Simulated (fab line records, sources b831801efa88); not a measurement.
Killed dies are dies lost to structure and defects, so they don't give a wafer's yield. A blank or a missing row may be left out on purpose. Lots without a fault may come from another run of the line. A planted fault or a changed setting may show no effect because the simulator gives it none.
Which tool did it? | flow gf180mcu | 14 lots, 42 wafers sampled, at 5 steps of a route of 602

WHAT THE GAUGES READ, wafer by wafer
GF_MVSD_OVL_MEAS_07. Usual: MVSD_OVL -0.1 nm, standard deviation 1.4.
lot  | measured     | on         | MVSD_OVL (nm)  | flag
L810 | day 4 11:44  | overlay-01 | 1.6 0.4 -1.2   |
L812 | day 5 01:28  | overlay-02 | -0.3 0.2 -1.4  |
L813 | day 5 08:40  | overlay-01 | -2.6 -1.9 -1.6 |
L814 | day 5 11:50  | overlay-01 | -1.6 -1.1 0.1  |
L816 | day 6 01:26  | overlay-01 | 0.9 -0.3 -1.1  |
L817 | day 6 04:20  | overlay-02 | 0.2 0.3 -0.9   |
L820 | day 6 21:14  | overlay-01 | 1.0 -0.6 1.3   |
L823 | day 7 16:50  | overlay-02 | 1.6 1.7 0.8    |
L824 | day 7 22:46  | overlay-01 | 0.3 -1.5 1.6   |
L826 | day 8 10:09  | overlay-02 | 1.6 1.0 0.0    |
L827 | day 8 13:40  | overlay-01 | -2.6 1.6 0.1   |
L828 | day 8 20:14  | overlay-02 | 0.7 -0.1 -0.3  |
L830 | day 9 09:44  | overlay-01 | -1.5 -1.1 -0.5 |
L833 | day 10 01:44 | overlay-02 | -0.8 -0.5 -1.5 |

GF_VT_IMPLANT_OVL_MEAS_29. Usual: VT_IMPLANT_02_OVL -0.6 nm, standard deviation 1.3.
lot  | measured     | on         | VT_IMPLANT_02_OVL (nm) | flag
L810 | day 7 00:05  | overlay-01 | -2.0 -0.4 -3.6         |
L812 | day 7 15:20  | overlay-02 | -1.6 -2.2 -3.6         |
L813 | day 8 00:11  | overlay-02 | -0.2 1.5 -0.4          |
L814 | day 8 02:44  | overlay-01 | -0.3 -2.4 -0.3         |
L816 | day 8 19:08  | overlay-01 | 0.0 1.8 0.7            |
L817 | day 8 21:47  | overlay-01 | -1.2 1.1 1.3           |
L820 | day 9 16:41  | overlay-01 | -1.1 -0.6 -2.4         |
L823 | day 10 14:24 | overlay-01 | -0.3 -0.7 -1.3         |
L824 | day 10 21:26 | overlay-01 | -2.9 -1.2 -1.9         |
L826 | day 11 10:24 | overlay-02 | -0.2 -1.1 0.5          |
L827 | day 11 15:32 | overlay-01 | -1.1 0.0 -2.0          |
L828 | day 11 21:29 | overlay-01 | 1.9 1.4 0.2            |
L830 | day 12 12:53 | overlay-01 | -2.7 -1.1 0.3          |
L833 | day 13 07:17 | overlay-01 | -2.7 -1.3 -1.8         |

GF_VT_IMPLANT_TW_MEAS_43. Usual: VT_IMPLANT_4_TW 692, standard deviation 3.7.
lot  | measured     | on            | VT_IMPLANT_4_TW | flag
L810 | day 7 16:37  | film_metro-02 | 687 690 686     |
L812 | day 8 08:25  | film_metro-02 | 690 687 691     |
L813 | day 8 17:37  | film_metro-02 | 691 691 690     |
L814 | day 8 20:20  | film_metro-04 | 696 693 693     |
L816 | day 9 13:02  | film_metro-04 | 698 696 697     |
L817 | day 9 16:02  | film_metro-03 | 704 707 709     | OFF
L820 | day 10 10:40 | film_metro-02 | 707 710 708     | OFF
L823 | day 11 09:36 | film_metro-04 | 694 695 691     |
L824 | day 11 17:07 | film_metro-04 | 695 693 690     |
L826 | day 12 05:41 | film_metro-04 | 692 695 693     |
L827 | day 12 11:40 | film_metro-03 | 698 699 696     |
L828 | day 12 17:55 | film_metro-02 | 688 694 690     |
L830 | day 13 09:47 | film_metro-02 | 686 693 689     |
L833 | day 14 04:34 | film_metro-02 | 692 689 692     |

GF_DUAL_GATE_OVL_MEAS_11. Usual: DUAL_GATE_OVL 0.2 nm, standard deviation 1.3.
lot  | measured     | on         | DUAL_GATE_OVL (nm) | flag
L810 | day 8 11:07  | overlay-02 | 0.6 0.4 0.7        |
L812 | day 9 04:05  | overlay-02 | 1.4 0.4 0.7        |
L813 | day 9 13:25  | overlay-01 | -1.7 -0.6 0.2      |
L814 | day 9 16:24  | overlay-01 | 0.7 0.5 0.3        |
L816 | day 10 13:10 | overlay-01 | -0.8 0.3 -0.2      |
L817 | day 10 14:17 | overlay-02 | 0.2 0.5 -2.4       |
L820 | day 11 07:23 | overlay-01 | -2.2 -1.6 -1.6     |
L823 | day 12 08:32 | overlay-01 | -1.7 -2.4 -1.6     |
L824 | day 12 15:08 | overlay-02 | 2.3 2.6 -0.9       |
L826 | day 13 04:47 | overlay-01 | 0.0 0.8 0.0        |
L827 | day 13 10:35 | overlay-02 | 0.2 0.2 0.4        |
L828 | day 13 16:41 | overlay-01 | -0.1 0.8 1.1       |
L830 | day 14 08:41 | overlay-01 | 0.3 0.6 1.9        |
L833 | day 15 12:10 | overlay-01 | 0.9 -0.7 0.4       |

WHICH TOOL RAN EACH LOT (tool, then ch and the chambers of the sampled wafers, then the start)
lot  | GF_VT_IMPLANT_IMPLANT_41
L810 | implanter-02 ch 0, day 7 16:23
L812 | implanter-01 ch 0, day 8 08:10
L813 | implanter-02 ch 0, day 8 17:22
L814 | implanter-03 ch 0, day 8 20:06
L816 | implanter-02 ch 0, day 9 12:47
L817 | implanter-02 ch 0, day 9 15:47
L820 | implanter-02 ch 0, day 10 10:25
L823 | implanter-01 ch 0, day 11 09:23
L824 | implanter-01 ch 0, day 11 16:52
L826 | implanter-03 ch 0, day 12 05:28
L827 | implanter-02 ch 0, day 12 11:26
L828 | implanter-01 ch 0, day 12 17:40
L830 | implanter-01 ch 0, day 13 09:33
L833 | implanter-02 ch 0, day 14 04:19
- GF_VT_IMPLANT_IMPLANT_41

WHAT THE TOOLS THEMSELVES READ (means of the sampled wafers that have a number; where no wafer has one, the mark that the record gives instead)
GF_VT_IMPLANT_IMPLANT_41. Usual: dose_ions_cm2 1.013e+12, standard deviation 9.3e+08; faraday_current_uA 5.71, standard deviation 0.11.
lot  | tool         | dose_ions_cm2 | faraday_current_uA | flag
L810 | implanter-02 | 1.013e+12     | 5.73               |
L812 | implanter-01 | 1.013e+12     | 5.80               |
L813 | implanter-02 | 1.012e+12     | 5.68               |
L814 | implanter-03 | 1.012e+12     | 5.73               |
L816 | implanter-02 | 1.014e+12     | 5.71               |
L817 | implanter-02 | 1.081e+12     | 6.08               | OFF
L820 | implanter-02 | 1.081e+12     | 6.11               | OFF
L823 | implanter-01 | 1.013e+12     | 5.81               |
L824 | implanter-01 | 1.012e+12     | 5.78               |
L826 | implanter-03 | 1.012e+12     | 5.72               |
L827 | implanter-02 | 1.014e+12     | 5.72               |
L828 | implanter-01 | 1.013e+12     | 5.77               |
L830 | implanter-01 | 1.013e+12     | 5.76               |
L833 | implanter-02 | 1.013e+12     | 5.64               |

THE ANSWER, worked out from the rows above alone
Rule: a lot is off if the mean of its wafers that have a number lies more than 3 standard deviations from the usual mean. A lot without any number at a reading at which 4 lots or more have one is off too. The other lots that the step has rows for count as sound. The gauges are gone through in route order, then the tools' own readings, and for those a lot's mean is taken as printed above. The first step at which some lot is off is used, and at that step the reading that is off furthest; a lot without a number counts as furthest.
Off: L817, L820, at GF_VT_IMPLANT_TW_MEAS_43 (VT_IMPLANT_4_TW).
A tool fits if, at a process step before that reading, it ran every lot that is off, and no sound lot after the first of them. The gauges at GF_VT_IMPLANT_TW_MEAS_43 aren't tried: what is off there is off at GF_VT_IMPLANT_IMPLANT_41 too, on other tools, and a gauge's error can't cause that. None of those tried fits.

WHAT THE SIMULATOR HAD PUT IN
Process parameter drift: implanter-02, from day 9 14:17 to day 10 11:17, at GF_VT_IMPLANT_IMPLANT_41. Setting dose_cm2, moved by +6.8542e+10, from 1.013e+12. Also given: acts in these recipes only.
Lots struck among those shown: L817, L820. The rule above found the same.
